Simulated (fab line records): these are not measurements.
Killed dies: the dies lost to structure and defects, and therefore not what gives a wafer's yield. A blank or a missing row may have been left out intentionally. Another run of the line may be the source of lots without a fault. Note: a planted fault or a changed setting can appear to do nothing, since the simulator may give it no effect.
fab line records	flow sky130	part 1 of 2: steps 1 to 26 of 34
[record] lots = 5	wafers = 15	lastDay = 50
route steps=708 shown VIA1@471 METAL2@483
lots that met no fault: taken from a fault-free run of the same line
startH: hours from the record's first day to the start of the lot's first wafer shown	waitH: hours elapsed since this lot's preceding step	" unchanged from the row above	L1.1+2: a single row standing in for several wafers	- either no value or no given start	* or withheld: withheld	< > ~ a bound
route shown NAME@n: NAME is a module with steps in the file, n the number in the route of the first one	usual: the fault-free wafers' mean and standard deviation	same: alike in all rows	chamber/n: place in a boat	sites: readings site by site	_std_site: the standard deviation of these	_edge_site: the outer-site mean with the inner-site mean subtracted	radiusMm: for every site, how far away it sits from the centre of the wafer	mask NAME#n: copy n	behind: tool/chamber where the wafer was last shaped	hold: cause of the lot's hold/its duration in hours/its outcome	device: whichever transistor did not switch (one of n, p or np)	end of line: tests run on the same wafers once the route is complete	step lacking rows: just its recipe	killed: the dies lost at the first sort to structure and to defects; this is not the yield of the wafer	map: per-die view of a wafer (x killed, . not killed, _ where there is no die)
set.NAME: the setting that was run; set.NAME@STEP: the one run at that earlier step	model.NAME: the simulator's own value behind a step, which no gauge read
lots seen at some steps along the route; tables by step, rows by wafer
services: when a tool's chamber went out of use (startH, in hours from the record's first day, below 0 if earlier), for how many hours, and the reason
[[steps]]
[step SKY_VIA1_OVL_MEAS_13]
[usual] VIA1_OVL = 1/5
lot.wafer	tool	chamber	startH	waitH	VIA1_OVL[nm]
L074.2	overlay-01	-	796.49	0.1	-5
L074.4	"	-	"	"	-2
L074.6	"	-	"	"	2
L080.1	overlay-02	-	835.83	0.1	-3
L080.2	"	-	"	"	1
L080.5	"	-	"	"	-10
L081.1	overlay-02	-	851.67	0.1	-10
L081.4	"	-	"	"	-2
L081.6	"	-	"	"	-1
L094.2	overlay-01	-	940.80	0.1	8
L094.3	"	-	"	"	10
L094.6	"	-	"	"	0
L095.1	overlay-02	-	945.00	0.1	2
L095.4	"	-	"	"	-2
L095.6	"	-	"	"	-3
[step SKY_VIA1_ETCH_14]
[recipe] chemistry = N2/H2	target = BARC	ionEnergyEv = 200	sourceW = 500	biasW = 100	pressureMtorr = 30	n2FlowSccm = 100	h2FlowSccm = 200	stopOn = SiO2	timeS = 45.9	targetDepthA = 600
[usual] drypumpMotorCurrentA = 5.9/0.37	oesProductAu = 0.854/0.005	throttleValvePct = 13.226/0.0088
lot.wafer	tool	chamber	startH	waitH	drypumpMotorCurrentA	oesProductAu	rfHoursCounterH	throttleValvePct
L074.2	rieDiel-03	3	796.52	0.0	6.1	0.853	6	13.245
L074.4	"	1	"	"	5.6	0.864	9	13.231
L074.6	"	0	"	"	6.3	0.862	-	13.222
L080.1	rieDiel-04	2	835.87	0.0	5.7	0.847	6	13.223
L080.2	"	0	"	"	5.6	0.846	13	13.230
L080.5	"	0	"	"	5.6	0.849	-	13.231
L081.1	rieDiel-01	1	851.71	0.0	5.4	0.858	11	13.219
L081.4	"	3	"	"	5.4	0.848	10	13.239
L081.6	"	3	"	"	5.4	0.849	-	13.216
L094.2	rieDiel-04	1	940.83	0.0	5.7	0.864	15	13.221
L094.3	"	0	"	"	5.6	0.856	16	13.228
L094.6	"	3	"	"	6.5	0.855	-	13.232
L095.1	rieDiel-04	0	945.03	0.0	5.6	0.856	17	13.235
L095.4	"	1	"	"	5.7	0.853	16	13.207
L095.6	"	0	"	"	5.6	0.855	-	13.231
[step SKY_VIA1_ETCH_15]
[recipe] target = SiO2	chemistry = C4F8/O2/Ar	targetDepthNm = 351	stopOn = TiN	maskMaterial = KrF-thick	sourceW = 1500	biasW = 1200	pressureMtorr = 40	c4f8FlowSccm = withheld	O2_flow_sccm = 6	Ar_flow_sccm = 300	timeS = 54
[usual] oesProductAu = 0.983/0.0059
lot.wafer	tool	chamber	startH	waitH	oesProductAu	rfHoursCounterH
L074.2	rieDiel-03	3	796.56	0.0	0.985	6
L074.4	"	1	"	"	0.980	10
L074.6	"	0	"	"	0.981	-
L080.1	rieDiel-04	2	835.91	0.0	0.991	6
L080.2	"	0	"	"	0.985	13
L080.5	"	0	"	"	0.983	-
L081.1	rieDiel-01	1	851.75	0.0	0.984	11
L081.4	"	3	"	"	0.988	10
L081.6	"	3	"	"	0.979	-
L094.2	rieDiel-04	1	940.87	0.0	0.982	16
L094.3	"	0	"	"	0.988	16
L094.6	"	3	"	"	0.970	-
L095.1	rieDiel-04	0	945.07	0.0	0.980	17
L095.4	"	1	"	"	0.992	16
L095.6	"	0	"	"	0.991	-
[step SKY_VIA1_STRIP_16]
[recipe] chemistry = O2/N2	powerW = 1400	pressureMtorr = 1500	platenTempC = withheld	o2FlowSccm = 3000	n2FlowSccm = 300	overashFraction = 0.5
[usual] drypumpMotorCurrentA = 5.7/0.5	oesProductAu = 0.416/0.0045	stripTimeToEndpointS = 4.458/0.027
lot.wafer	tool	chamber	startH	waitH	drypumpMotorCurrentA	oesProductAu	rfHoursCounterH	stripTimeToEndpointS
L074.2	plasmaAsher-02	1	796.61	0.0	5.6	0.415	101	4.460
L074.4	"	0	"	"	5.0	0.420	-	4.431
L074.6	"	1	"	"	5.6	0.419	-	4.454
L080.1	plasmaAsher-02	0	835.96	0.0	5.0	0.418	105	4.428
L080.2	"	1	"	"	5.6	0.417	105	4.455
L080.5	"	1	"	"	5.6	0.417	-	4.451
L081.1	plasmaAsher-03	1	851.80	0.0	6.2	0.426	73	4.422
L081.4	"	1	"	"	6.2	0.415	-	4.404
L081.6	"	0	"	"	6.1	0.410	-	4.404
L094.2	plasmaAsher-02	0	940.92	0.0	5.0	0.414	116	4.466
L094.3	"	1	"	"	5.6	0.416	-	4.445
L094.6	"	1	"	"	5.6	0.413	-	4.485
L095.1	plasmaAsher-03	1	945.12	0.0	6.2	0.418	83	4.430
L095.4	"	1	"	"	6.2	0.416	-	4.402
L095.6	"	0	"	"	6.1	0.411	-	4.438
[step SKY_VIA1_STRIP_17]
[recipe] chemistry = postEtchResidueRemover	timeS = 1200	tempC = 72.5
lot.wafer	tool	chamber	startH	waitH
L074.2+4+6	wetBench-02	1	796.71	0.1
L080.1+2+5	wetBench-03	0	836.06	0.1
L081.1+4+6	wetBench-04	0	851.90	0.1
L094.2+3+6	wetBench-02	1	941.02	0.1
L095.1+4+6	wetBench-04	1	945.22	0.1
[step SKY_VIA1_CLEAN_18]
[recipe] chemistry = IPA	timeS = 180	tempC = 25
lot.wafer	tool	chamber	startH	waitH
L074.2+4+6	wetBench-03	0	797.08	0.0
L080.1+2+5	wetBench-04	3	836.74	0.0
L081.1+4+6	wetBench-02	3	852.24	0.0
L094.2+3+6	wetBench-03	1	941.42	0.0
L095.1+4+6	wetBench-02	2	945.56	0.0
[step SKY_VIA1_CLEAN_19]
[recipe] chemistry = O3/DIW	dry = n2Spin
lot.wafer	tool	chamber	startH	waitH
L074.2+4+6	wetBench-04	0	797.14	0.0
L080.1+2+5	wetBench-03	3	836.81	0.0
L081.1+4+6	wetBench-04	0	852.30	0.0
L094.2+3+6	wetBench-04	1	941.56	0.0
L095.1+4+6	wetBench-04	3	945.63	0.0
[step SKY_VIA1_SPUTTER_20]
[recipe] material = TiN	targetThkNm = 20	chamberPressurePa = 5	powerW = 4000	timeS = 80
[usual] throttleValvePct = 30.2/1.1
lot.wafer	tool	chamber	startH	waitH	throttleValvePct
L074.2	pvdSputter-01	-	797.23	0.0	28.8
L074.4	"	-	"	"	29.1
L074.6	"	-	"	"	28.6
L080.1	pvdSputter-04	-	836.99	0.0	31.6
L080.2	"	-	"	"	30.9
L080.5	"	-	"	"	31.2
L081.1	pvdSputter-01	-	852.39	0.0	28.0
L081.4	"	-	"	"	29.2
L081.6	"	-	"	"	29.0
L094.2	pvdSputter-04	-	941.65	0.0	31.2
L094.3	"	-	"	"	30.5
L094.6	"	-	"	"	31.2
L095.1	pvdSputter-01	-	945.72	0.0	29.1
L095.4	"	-	"	"	28.2
L095.6	"	-	"	"	29.2
[step SKY_VIA1_CVD_21]
[recipe] material = W	targetThkNm = 270	timeS = 80.902	tempC = 400	pressureTorr = 40
[usual] heaterPowerW = 881/89
lot.wafer	tool	chamber	startH	waitH	heaterPowerW
L074.2	cvdW-01	0	797.29	0.0	822
L074.4	"	1	"	"	839
L074.6	"	0	"	"	796
L080.1	cvdW-02	0	837.05	0.0	1030
L080.2	"	1	"	"	834
L080.5	"	0	"	"	1023
L081.1	cvdW-02	1	852.45	0.0	824
L081.4	"	0	"	"	1017
L081.6	"	1	"	"	824
L094.2	cvdW-01	1	941.75	0.1	810
L094.3	"	1	"	"	787
L094.6	"	1	"	"	783
L095.1	cvdW-02	1	945.78	0.0	850
L095.4	"	1	"	"	831
L095.6	"	1	"	"	833
[step SKY_VIA1_RS_MEAS_22]
[recipe] thkMeasGauge = four-point-probe	reads = W_of_VIA1_CVD_21+TiN_of_VIA1_SPUTTER_20
[usual] VIA1_W_RS = 0.427/0.0066
lot.wafer	tool	chamber	startH	waitH	VIA1_W_RS[ohm/sq]
L074.2	filmMetro-02	-	797.41	0.1	0.431
L074.4	"	-	"	"	0.433
L074.6	"	-	"	"	0.432
L080.1	filmMetro-03	-	837.14	0.1	0.424
L080.2	"	-	"	"	0.432
L080.5	"	-	"	"	0.421
L081.1	filmMetro-02	-	852.55	0.1	0.428
L081.4	"	-	"	"	0.421
L081.6	"	-	"	"	0.430
L094.2	filmMetro-02	-	941.92	0.1	0.426
L094.3	"	-	"	"	0.418
L094.6	"	-	"	"	0.420
L095.1	filmMetro-02	-	945.88	0.1	0.430
L095.4	"	-	"	"	0.425
L095.6	"	-	"	"	0.434
[step SKY_VIA1_THK_MEAS_23]
[recipe] thkMeasGauge = xrf	reads = W_of_VIA1_CVD_21
[usual] VIA1_W_THK = 270/4.5
lot.wafer	tool	chamber	startH	waitH	VIA1_W_THK[nm]
L074.2	filmMetro-02	-	797.52	0.1	266
L074.4	"	-	"	"	266
L074.6	"	-	"	"	266
L080.1	filmMetro-03	-	837.26	0.1	274
L080.2	"	-	"	"	267
L080.5	"	-	"	"	275
L081.1	filmMetro-02	-	852.67	0.1	269
L081.4	"	-	"	"	272
L081.6	"	-	"	"	266
L094.2	filmMetro-02	-	942.03	0.1	269
L094.3	"	-	"	"	273
L094.6	"	-	"	"	273
L095.1	filmMetro-02	-	946.00	0.1	266
L095.4	"	-	"	"	270
L095.6	"	-	"	"	263
[step SKY_VIA1_CMP_24]
[recipe] stopOn = SiO2	tOverpolishS = 15	downForcePsi = 3.5	platenRpm = 60	targetThkNm = 0	padVelocityMS = 0.94248
[usual] motorCurrentA = 10.9/0.88	overpolishRunS = 15.000/0.0092	timeToEndpointS = 68/3.2
lot.wafer	tool	chamber	startH	waitH	motorCurrentA	overpolishRunS	timeToEndpointS
L074.4	cmp-02	3	798.31	0.8	11.2	15.006	63
L074.2	"	0	"	"	11.1	14.995	66
L074.6	"	1	"	"	10.8	15.004	67
L080.2	cmp-02	0	837.32	0.0	12.1	15.003	65
L080.1	"	1	"	"	11.5	14.996	69
L080.5	"	1	"	"	10.6	15.000	71
L081.1	cmp-01	3	852.73	0.1	12.0	14.986	70
L081.4	"	0	"	"	10.8	14.985	66
L081.6	"	3	"	"	12.1	15.008	71
L094.3	cmp-02	2	942.08	0.0	10.5	15.016	67
L094.2	"	0	"	"	12.3	14.999	68
L094.6	"	3	"	"	11.9	14.997	68
L095.4	cmp-02	2	946.11	0.1	10.3	15.001	69
L095.1	"	0	"	"	11.5	15.009	67
L095.6	"	2	"	"	10.5	14.999	64
[step SKY_METAL2_SPUTTER_00]
[recipe] material = Ti	targetThkNm = 15	powerW = 3000	timeS = 10	chamberPressurePa = 0.4
[usual] throttleValvePct = 29.8/1
lot.wafer	tool	chamber	startH	waitH	throttleValvePct
L074.2	pvdSputter-03	-	798.51	0.1	30.5
L074.4	"	-	"	"	31.0
L074.6	"	-	"	"	30.3
L080.1	pvdSputter-01	-	837.62	0.2	28.7
L080.2	"	-	"	"	29.0
L080.5	"	-	"	"	28.1
L081.1	pvdSputter-02	-	853.03	0.2	30.9
L081.4	"	-	"	"	30.3
L081.6	"	-	"	"	30.7
L094.2	pvdSputter-01	-	942.38	0.1	28.9
L094.3	"	-	"	"	28.9
L094.6	"	-	"	"	28.6
L095.1	pvdSputter-02	-	946.36	0.1	30.4
L095.4	"	-	"	"	31.1
L095.6	"	-	"	"	30.4
[step SKY_METAL2_SPUTTER_01]
[recipe] material = TiN	targetThkNm = 20	powerW = 6500	timeS = 16.7	chamberPressurePa = 0.4
[usual] throttleValvePct = 29.8/1
lot.wafer	tool	chamber	startH	waitH	throttleValvePct
L074.2	pvdSputter-03	-	798.53	0.0	30.4
L074.4	"	-	"	"	31.0
L074.6	"	-	"	"	30.5
L080.1	pvdSputter-01	-	837.65	0.0	28.7
L080.2	"	-	"	"	28.7
L080.5	"	-	"	"	28.0
L081.1	pvdSputter-02	-	853.05	0.0	31.1
L081.4	"	-	"	"	30.6
L081.6	"	-	"	"	30.7
L094.2	pvdSputter-01	-	942.40	0.0	29.2
L094.3	"	-	"	"	29.1
L094.6	"	-	"	"	28.6
L095.1	pvdSputter-02	-	946.38	0.0	31.0
L095.4	"	-	"	"	30.8
L095.6	"	-	"	"	30.3
[step SKY_METAL2_SPUTTER_02]
[recipe] material = AlCu	targetThkNm = 250	powerW = 10600	timeS = 13.3	chamberPressurePa = 0.4
[usual] throttleValvePct = 29.9/1
lot.wafer	tool	chamber	startH	waitH	throttleValvePct
L074.2	pvdSputter-03	-	798.55	0.0	30.6
L074.4	"	-	"	"	31.1
L074.6	"	-	"	"	30.7
L080.1	pvdSputter-01	-	837.67	0.0	28.8
L080.2	"	-	"	"	28.9
L080.5	"	-	"	"	28.2
L081.1	pvdSputter-02	-	853.07	0.0	30.9
L081.4	"	-	"	"	30.9
L081.6	"	-	"	"	30.2
L094.2	pvdSputter-01	-	942.43	0.0	29.1
L094.3	"	-	"	"	28.9
L094.6	"	-	"	"	28.5
L095.1	pvdSputter-02	-	946.40	0.0	30.9
L095.4	"	-	"	"	31.3
L095.6	"	-	"	"	30.3
[step SKY_METAL2_SPUTTER_03]
[recipe] material = Ti	targetThkNm = 5	powerW = 3000	timeS = 3.3	chamberPressurePa = 0.4
[usual] throttleValvePct = 29.8/1.1
lot.wafer	tool	chamber	startH	waitH	throttleValvePct
L074.2	pvdSputter-03	-	798.58	0.0	30.7
L074.4	"	-	"	"	31.3
L074.6	"	-	"	"	30.6
L080.1	pvdSputter-01	-	837.70	0.0	28.6
L080.2	"	-	"	"	28.7
L080.5	"	-	"	"	28.1
L081.1	pvdSputter-02	-	853.10	0.0	31.1
L081.4	"	-	"	"	30.2
L081.6	"	-	"	"	30.5
L094.2	pvdSputter-01	-	942.45	0.0	29.0
L094.3	"	-	"	"	28.6
L094.6	"	-	"	"	28.4
L095.1	pvdSputter-02	-	946.43	0.0	30.5
L095.4	"	-	"	"	31.1
L095.6	"	-	"	"	30.5
[step SKY_METAL2_SPUTTER_04]
[recipe] material = TiN	targetThkNm = 70	powerW = 6500	timeS = 58.3	chamberPressurePa = 0.4
[usual] throttleValvePct = 29.8/1
lot.wafer	tool	chamber	startH	waitH	throttleValvePct
L074.2	pvdSputter-03	-	798.60	0.0	30.6
L074.4	"	-	"	"	31.0
L074.6	"	-	"	"	30.7
L080.1	pvdSputter-01	-	837.71	0.0	29.0
L080.2	"	-	"	"	29.0
L080.5	"	-	"	"	28.0
L081.1	pvdSputter-02	-	853.12	0.0	31.0
L081.4	"	-	"	"	30.5
L081.6	"	-	"	"	30.3
L094.2	pvdSputter-01	-	942.47	0.0	28.8
L094.3	"	-	"	"	29.0
L094.6	"	-	"	"	28.4
L095.1	pvdSputter-02	-	946.45	0.0	30.6
L095.4	"	-	"	"	31.2
L095.6	"	-	"	"	30.4
[step SKY_METAL2_RS_MEAS_05]
[recipe] thkMeasGauge = four-point-probe	reads = TiN_of_METAL2_SPUTTER_04+Ti_of_METAL2_SPUTTER_03+AlCu_of_METAL2_SPUTTER_02+TiN_of_METAL2_SPUTTER_01+Ti_of_METAL2_SPUTTER_00
[usual] METAL2_ALCU_RS = 0.1266/0.0016
lot.wafer	tool	chamber	startH	waitH	METAL2_ALCU_RS[ohm/sq]
L074.2	filmMetro-04	-	798.67	0.0	0.1299
L074.4	"	-	"	"	0.1304
L074.6	"	-	"	"	0.1301
L080.1	filmMetro-04	-	837.76	0.0	0.1253
L080.2	"	-	"	"	0.1275
L080.5	"	-	"	"	0.1249
L081.1	filmMetro-04	-	853.16	0.0	0.1294
L081.4	"	-	"	"	0.1282
L081.6	"	-	"	"	0.1275
L094.2	filmMetro-04	-	942.54	0.0	0.1251
L094.3	"	-	"	"	0.1275
L094.6	"	-	"	"	0.1255
L095.1	filmMetro-02	-	946.50	0.0	0.1275
L095.4	"	-	"	"	0.1293
L095.6	"	-	"	"	0.1275
[step SKY_METAL2_THK_MEAS_06]
[recipe] thkMeasGauge = xrf	reads = AlCu_of_METAL2_SPUTTER_02
[usual] METAL2_ALCU_THK = 253/3.1
lot.wafer	tool	chamber	startH	waitH	METAL2_ALCU_THK[nm]
L074.2	filmMetro-04	-	798.78	0.1	245
L074.4	"	-	"	"	247
L074.6	"	-	"	"	247
L080.1	filmMetro-04	-	837.88	0.1	253
L080.2	"	-	"	"	249
L080.5	"	-	"	"	251
L081.1	filmMetro-04	-	853.28	0.1	249
L081.4	"	-	"	"	248
L081.6	"	-	"	"	251
L094.2	filmMetro-04	-	942.65	0.1	256
L094.3	"	-	"	"	250
L094.6	"	-	"	"	254
L095.1	filmMetro-02	-	946.62	0.1	250
L095.4	"	-	"	"	249
L095.6	"	-	"	"	250
[step SKY_METAL2_DEHYDRATE_07]
[recipe] tempC = 200	timeS = 60
[usual] chillPlateTempC = 22.99/0.12	heaterPowerTotalW = 160.38/0.12
lot.wafer	tool	chamber	startH	waitH	chillPlateTempC	heaterPowerTotalW
L074.2	lithoTrack-03	0	810.95	12.2	23.10	160.35
L074.4	"	0	"	"	22.80	160.48
L074.6	"	0	"	"	23.13	160.52
L080.1	lithoTrack-03	0	850.08	12.2	22.91	160.35
L080.2	"	0	"	"	22.96	160.26
L080.5	"	0	"	"	22.77	160.27
L081.1	lithoTrack-01	0	865.46	12.2	23.12	160.48
L081.4	"	0	"	"	23.08	160.28
L081.6	"	0	"	"	23.05	160.40
L094.2	lithoTrack-02	0	954.19	11.5	23.02	160.43
L094.3	"	0	"	"	23.09	160.44
L094.6	"	0	"	"	22.93	160.32
L095.1	lithoTrack-01	0	958.01	11.4	22.99	160.57
L095.4	"	0	"	"	23.06	160.30
L095.6	"	0	"	"	22.95	160.62
[step SKY_METAL2_HMDS_08]
[recipe] primeTimeS = 60	primeTempC = 120
[usual] chillPlateTempC = 23.02/0.1
lot.wafer	tool	chamber	startH	waitH	chillPlateTempC
L074.2	lithoTrack-03	0	811.10	0.1	22.98
L074.4	"	0	"	"	22.95
L074.6	"	0	"	"	23.07
L080.1	lithoTrack-03	0	850.23	0.1	23.09
L080.2	"	0	"	"	23.06
L080.5	"	0	"	"	23.02
L081.1	lithoTrack-01	0	865.61	0.1	22.98
L081.4	"	0	"	"	23.07
L081.6	"	0	"	"	22.85
L094.2	lithoTrack-02	0	954.34	0.1	23.12
L094.3	"	0	"	"	23.20
L094.6	"	0	"	"	23.03
L095.1	lithoTrack-01	0	958.16	0.1	23.06
L095.4	"	0	"	"	22.99
L095.6	"	0	"	"	23.03
[step SKY_METAL2_COAT_09]
[recipe] resist = BARC	tempC = withheld	timeS = withheld	spinRpm = 3000	resistThkNm = 60
[usual] chillPlateTempC = *
lot.wafer	tool	chamber	startH	waitH	chillPlateTempC
L074.2	lithoTrack-03	0	811.25	0.1	*
L074.4	"	0	"	"	*
L074.6	"	0	"	"	*
L080.1	lithoTrack-03	0	850.38	0.1	*
L080.2	"	0	"	"	*
L080.5	"	0	"	"	*
L081.1	lithoTrack-01	0	865.76	0.1	*
L081.4	"	0	"	"	*
L081.6	"	0	"	"	*
L094.2	lithoTrack-02	0	954.49	0.1	*
L094.3	"	0	"	"	*
L094.6	"	0	"	"	*
L095.1	lithoTrack-01	0	958.31	0.1	*
L095.4	"	0	"	"	*
L095.6	"	0	"	"	*
[step SKY_METAL2_COAT_10]
[recipe] resist = KrF-thick	spinRpm = 3000	resistThkNm = 450
[usual] chillPlateTempC = 22.98/0.11
lot.wafer	tool	chamber	startH	waitH	chillPlateTempC
L074.2	lithoTrack-03	0	-	-	23.01
L074.4	"	0	"	"	22.98
L074.6	"	0	"	"	23.01
L080.1	lithoTrack-03	0	-	-	23.12
L080.2	"	0	"	"	23.10
L080.5	"	0	"	"	22.98
L081.1	lithoTrack-01	0	-	-	23.09
L081.4	"	0	"	"	22.91
L081.6	"	0	"	"	23.02
L094.2	lithoTrack-02	0	-	-	22.97
L094.3	"	0	"	"	23.01
L094.6	"	0	"	"	22.94
L095.1	lithoTrack-01	0	-	-	23.08
L095.4	"	0	"	"	23.06
L095.6	"	0	"	"	23.17
[step SKY_METAL2_SOFTBAKE_11]
[recipe] tempC = 100.4	timeS = 90	resist = KrF-thick
[usual] chillPlateTempC = 23.02/0.095	heaterPowerTotalW = 57.67/0.12
lot.wafer	tool	chamber	startH	waitH	chillPlateTempC	heaterPowerTotalW
L074.2	lithoTrack-03	0	-	-	22.95	57.58
L074.4	"	0	"	"	22.89	57.62
L074.6	"	0	"	"	22.96	57.40
L080.1	lithoTrack-03	0	-	-	22.95	57.64
L080.2	"	0	"	"	23.12	57.65
L080.5	"	0	"	"	23.00	57.83
L081.1	lithoTrack-01	0	-	-	22.96	57.81
L081.4	"	0	"	"	22.85	57.80
L081.6	"	0	"	"	23.01	57.87
L094.2	lithoTrack-02	0	-	-	22.91	57.66
L094.3	"	0	"	"	22.90	57.87
L094.6	"	0	"	"	23.00	57.54
L095.1	lithoTrack-01	0	-	-	23.01	57.64
L095.4	"	0	"	"	23.06	57.69
L095.6	"	0	"	"	22.85	57.75
[step SKY_METAL2_EXPOSE_12]
[recipe] maskId = MM2	na = 0.8	sourceShape = annular	sigmaInner = 0.55	sigmaOuter = 0.85	targetCdNm = 140	doseMj = 28
[same] sigmaOuter = 0.85
lot.wafer	tool	chamber	startH	waitH	mask
L074.2+4+6	krfScanner-02	0	-	-	MM2#0
L080.1+2+5	krfScanner-01	0	-	-	MM2#0
L081.1+4+6	krfScanner-01	0	-	-	MM2#0
L094.2+3+6	krfScanner-01	0	-	-	MM2#0
L095.1+4+6	krfScanner-02	0	-	-	MM2#0
[step SKY_METAL2_PEB_13]
[recipe] pebTempC = withheld	pebTimeS = withheld	resist = KrF-thick
[usual] chillPlateTempC = *
lot.wafer	tool	chamber	startH	waitH	chillPlateTempC
L074.2	lithoTrack-03	0	-	-	*
L074.4	"	0	"	"	*
L074.6	"	0	"	"	*
L080.1	lithoTrack-03	0	-	-	*
L080.2	"	0	"	"	*
L080.5	"	0	"	"	*
L081.1	lithoTrack-03	0	-	-	*
L081.4	"	0	"	"	*
L081.6	"	0	"	"	*
L094.2	lithoTrack-01	0	-	-	*
L094.3	"	0	"	"	*
L094.6	"	0	"	"	*
L095.1	lithoTrack-03	0	-	-	*
L095.4	"	0	"	"	*
L095.6	"	0	"	"	*
